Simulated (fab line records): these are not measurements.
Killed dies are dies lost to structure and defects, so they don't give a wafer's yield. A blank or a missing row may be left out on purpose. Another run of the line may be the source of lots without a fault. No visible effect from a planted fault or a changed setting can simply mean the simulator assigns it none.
A lot that was struck, set against a sound lot -- flow sky130 -- 13 out of 708 route steps
Sound: wafers L578.2, L578.3, L578.6. Wafers struck: L583.3, L583.4, L583.5. The cause is named last.
Order at every step that has rows: each side's tool, ch and its chambers, its first start. Under that, the readings that differ: sound wafers -- struck wafers -- difference of the means -- sigmas: that difference in standard deviations of wafers without a fault.
alike: a reading whose means differ by less than 2 such deviations, as well as words and numbers matching on both sides. not compared: withheld readings; readings where some wafer has no value; bounds like >300 that might hide an equal value; numbers whose values overlap and for which the record gives no deviation.
The two part at a step that has a row with sigmas, a row that says differs or no value, or rows on one side only. Numbers that don't overlap but have no deviation are shown without sigmas and don't part them. Lack of a reading on every wafer of one side parts them only where that side has two or more wafers.

SKY_VIA3_CD_MEAS_12: target cd 200 nm.
  sound: cdSem-02 at day 41 07:07; struck: cdSem-01 at day 43 06:38
  alike: cdNm
SKY_VIA3_OVL_MEAS_13:
  sound: overlay-02 at day 41 07:13; struck: overlay-02 at day 43 06:44
  alike: VIA3_OVL
SKY_VIA3_ETCH_14: etches BARC in N2/H2, stops on SiO2, time 45.9 s, target depth 60 nm.
  sound on rieDiel-04 ch 1,2,3, day 41 07:15; struck on rieDiel-01 ch 1,2,3, day 43 06:45
  alike: drypumpMotorCurrentA, oesProductAu, throttleValvePct
  not compared: rfHoursCounterH
SKY_VIA3_ETCH_15: etches SiO2 in C4F8/O2/Ar, stops on TiN, target depth 507 nm, time 78 s.
  sound on rieDiel-04 ch 1,2,3, day 41 07:17; struck on rieDiel-01 ch 1,2,3, day 43 06:47
  alike: oesProductAu
  not compared: rfHoursCounterH
SKY_VIA3_STRIP_16: strips in O2/N2.
  sound on plasmaAsher-03 ch 1, day 41 07:21; struck on plasmaAsher-03 ch 0,1, day 43 06:53
  alike: drypumpMotorCurrentA, oesProductAu, stripTimeToEndpointS
  not compared: rfHoursCounterH
then, 3 steps without rows for these wafers: SKY_VIA3_STRIP_17 (strips in post etch residue remover, time 1200 s); SKY_VIA3_CLEAN_18 (cleans in IPA, time 180 s); SKY_VIA3_CLEAN_19 (cleans in O3/DIW).
SKY_VIA3_SPUTTER_20: material TiN, target thk 20 nm, time 80 s.
  sound: pvdSputter-03 at day 41 07:59; struck: pvdSputter-04 at day 43 07:28
  alike: throttleValvePct
SKY_VIA3_CVD_21: deposits W, target thk 390 nm, time 117.31 s.
  sound on cvdW-01 ch 0,1, day 41 08:02; struck on cvdW-02 ch 0,1, day 43 07:35
  alike: heaterPowerW
  not compared: sinceWetCleanH
SKY_VIA3_RS_MEAS_22: measures by four-point-probe.
  sound: filmMetro-02 at day 41 08:11; struck: filmMetro-03 at day 43 07:42
  alike: VIA3_W_RS
SKY_VIA3_THK_MEAS_23: measures by xrf.
  sound: filmMetro-02 at day 41 08:18; struck: filmMetro-03 at day 43 07:48
  alike: VIA3_W_THK
SKY_VIA3_CMP_24: polishes, stops on SiO2, t overpolish 20 s, target thk 0 nm.
  sound on cmp-01 ch 0,3, day 41 08:24; struck on cmp-02 ch 0,1,2, day 43 07:50
reading,sound,struck,difference,sigmas
overpolishRunS (s),20.015 19.992 19.994,0.042 0.038 0.050,-19.957,-99 or more
timeToEndpointS (s),90 98 94,152 148 152,+57,+13
  alike: motorCurrentA

== WHERE THEY PART ==
Only at SKY_VIA3_CMP_24, as far as this record shows.

WHY: what had been put in by the simulator
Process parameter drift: cmp-02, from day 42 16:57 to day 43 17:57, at SKY_VIA3_CMP_24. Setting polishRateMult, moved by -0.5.
